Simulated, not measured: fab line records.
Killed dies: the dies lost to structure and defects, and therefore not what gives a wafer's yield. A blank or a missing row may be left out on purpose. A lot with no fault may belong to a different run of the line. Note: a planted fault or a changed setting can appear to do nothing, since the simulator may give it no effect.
A lot that was struck, set against a sound lot | flow sky130 | 15 steps out of a route of 708
Sound: the wafers L437.2, L437.4, L437.6. Wafers struck: L443.1, L443.2, L443.6. The cause comes at the end.
Order at every step that has rows: each side's tool, ch and its chambers, its first start. Under that, the readings that differ: sound wafers | struck wafers | difference of the means | sigmas: that difference in standard deviations of wafers without a fault.
alike: readings whose means differ by less than 2 such deviations, and words and numbers that are the same on both sides. not compared: withheld readings, readings that some wafer has no value for, bounds like >300 that may hide the same value, and numbers for which the record gives no deviation and whose values overlap.
The two part at a step that has a row with sigmas, a row that says differs or no value, or rows on one side only. Non-overlapping numbers with no deviation appear without sigmas and do not part them. A reading that every wafer of one side lacks parts them only if that side has two wafers or more.

SKY_VT_ADJUST_PCH_TW_MEAS_10:
  sound: film_metro-02 at day 13 12:38; struck: film_metro-02 at day 15 13:53
  alike: VT_ADJUST_PCH_TW
then, 7 steps without rows for these wafers: SKY_SONOS_TUNNEL_DEHYDRATE_00 (time 60 s); SKY_SONOS_TUNNEL_HMDS_01 (prime time 60 s); SKY_SONOS_TUNNEL_COAT_02 (resist thk 1140 nm); SKY_SONOS_TUNNEL_SOFTBAKE_03 (time 60 s); SKY_SONOS_TUNNEL_EXPOSE_04 (exposes mask TUNM, target cd 410 nm); SKY_SONOS_TUNNEL_PEB_05; SKY_SONOS_TUNNEL_DEVELOP_06 (develop time 60 s).
SKY_SONOS_TUNNEL_CD_MEAS_07 targets a cd of 410 nm.
  sound: cd_sem-02 at day 14 15:10; struck: cd_sem-01 at day 16 17:04
  reading    | sound             | struck            | difference | sigmas
  cd_nm (nm) | 409.2 407.8 404.8 | 413.9 411.6 412.3 | +5.3       | +2
SKY_SONOS_TUNNEL_OVL_MEAS_08:
  sound: overlay-02 at day 14 15:16; struck: overlay-02 at day 16 17:11
  alike: SONOS_TUNNEL_OVL
then, 2 steps without rows for these wafers: SKY_SONOS_TUNNEL_IMPLANT_09; SKY_SONOS_TUNNEL_WET_ETCH_10 (etches SiO2 in dHF, target depth 14 nm, time 280 s).
SKY_SONOS_TUNNEL_STRIP_11: strips in SPM, time 600 s.
  sound on wet_bench-03 ch 0, day 14 15:32; struck on wet_bench-03 ch 1, day 16 17:28
  no value came back on the struck wafers for bath_guard_temp_C (C), bath_heat_duty_pct (%); on the sound wafers bath_guard_temp_C (C) reads 130.4 130.7 130.4
  reading                                           | sound | struck         | difference | sigmas
  model.NOVOLAK_of_SONOS_TUNNEL_COAT_02.thk_nm (nm) | 0 0 0 | 1137 1134 1137 | +1136      |
SKY_SONOS_TUNNEL_TW_MEAS_12:
  sound: film_metro-01 at day 14 15:43; struck: film_metro-03 at day 16 17:38
  reading         | sound             | struck            | difference | sigmas
  SONOS_TUNNEL_TW | 196.0 195.8 195.2 | 200.5 201.3 200.1 | +5.0       | +2
-- record jumps: 33 days separate the struck wafers' starts on either side; left off in module SONOS_TUNNEL, taken up again in module PAD_OPEN, whose first shown step is the route's number 708 --
SKY_PAD_OPEN_PROBE_99:
  sound: prober-02 at day 48 04:34; struck: prober-02 at day 49 12:40
  reading             | sound    | struck                                                               | difference                   | sigmas
  hold                | - - -    | await_dispo/2.4h/scrap await_dispo/2.4h/scrap await_dispo/2.4h/scrap | no value on the sound wafers |
  killed_at_front_end | 10 16 21 | 430 421 404                                                          | +403                         | +82
  killed_at_other     | 2 1 0    | 0 0 0                                                                | -1                           | -2
  killed_dies         | 87 82 82 | 492 492 492                                                          | +408                         | +45
  killed_on_rim       | 18 16 15 | 96 96 96                                                             | +80                          | +22
  alike: killed_at_M0_to_M3, killed_at_M4_up, killed_at_contacts, killed_open, killed_short

WHERE THEY PART
Last at SKY_PAD_OPEN_PROBE_99 as far as this record goes, first at SKY_SONOS_TUNNEL_CD_MEAS_07.

WHY: whatever the simulator had introduced
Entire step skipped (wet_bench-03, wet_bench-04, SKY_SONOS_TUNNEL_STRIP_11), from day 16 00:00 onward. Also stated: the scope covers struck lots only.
